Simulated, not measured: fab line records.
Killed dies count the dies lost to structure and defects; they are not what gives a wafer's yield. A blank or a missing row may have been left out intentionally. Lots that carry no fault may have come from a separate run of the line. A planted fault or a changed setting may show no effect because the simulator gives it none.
What tool caused it? ; flow sky130 ; route of 708 steps, sampled at 1 step: 12 lots, 36 wafers

== WHAT THE GAUGES READ, wafer by wafer ==
SKY_VIA2_CD_MEAS_12: the cd target is 200 nm.
lot;measured;on;cdNm (nm)
L881;day 36 13:23;cdSem-01;200.4 200.0 201.1
L885;day 37 11:45;cdSem-01;197.7 197.8 198.5
L884;day 37 16:40;cdSem-01;198.3 199.0 199.1
L886;day 38 08:25;cdSem-01;197.7 197.8 198.8
L889;day 38 21:25;cdSem-01;200.2 201.1 199.5
L890;day 39 03:42;cdSem-02;199.5 198.3 198.2
L892;day 39 22:36;cdSem-01;200.4 202.0 203.3
L893;day 40 07:00;cdSem-01;196.8 198.0 197.1
L894;day 40 10:58;cdSem-02;199.0 198.8 199.7
L895;day 40 22:03;cdSem-02;195.9 196.1 197.5
L904;day 43 07:01;cdSem-01;199.6 198.7 201.8
L903;day 43 10:55;cdSem-02;199.3 199.2 199.5

== WHICH TOOL RAN EACH LOT (tool, then ch and the chambers of the sampled wafers, then the start) ==
The record holds no process step before these readings.

== AS READ BY THE TOOLS THEMSELVES (means over the sampled wafers that have a number; for cases with no such wafer, the mark the record gives instead) ==
The record holds no such reading with a usual standard deviation.

== THE ANSWER, worked out from the rows above alone ==
Rule: the lots themselves supply what counts as usual. The widest of any qualifying gaps counts: lots, ordered by their means at a reading, are off when they make up no more than a third of the lots, leave a main group of 4 or more, and stand apart from it by 3 or more times the standard deviation of that group's means. Not used: any main group whose means are identical at the precision the tables above print for the reading. Also off: a lot with no number at a reading for which 4 or more lots have one. Any other lot the step has rows for is counted as sound. Order of review: gauges by route order, followed by the tools' own readings, for which a lot's mean as printed above is used. At the first step where some lot is off, the reading lying furthest off is the one used; lots without a number count as furthest.
No lot is off on any of the readings shown, so nothing can be concluded from this.

== WHAT THE SIMULATOR HAD INSERTED ==
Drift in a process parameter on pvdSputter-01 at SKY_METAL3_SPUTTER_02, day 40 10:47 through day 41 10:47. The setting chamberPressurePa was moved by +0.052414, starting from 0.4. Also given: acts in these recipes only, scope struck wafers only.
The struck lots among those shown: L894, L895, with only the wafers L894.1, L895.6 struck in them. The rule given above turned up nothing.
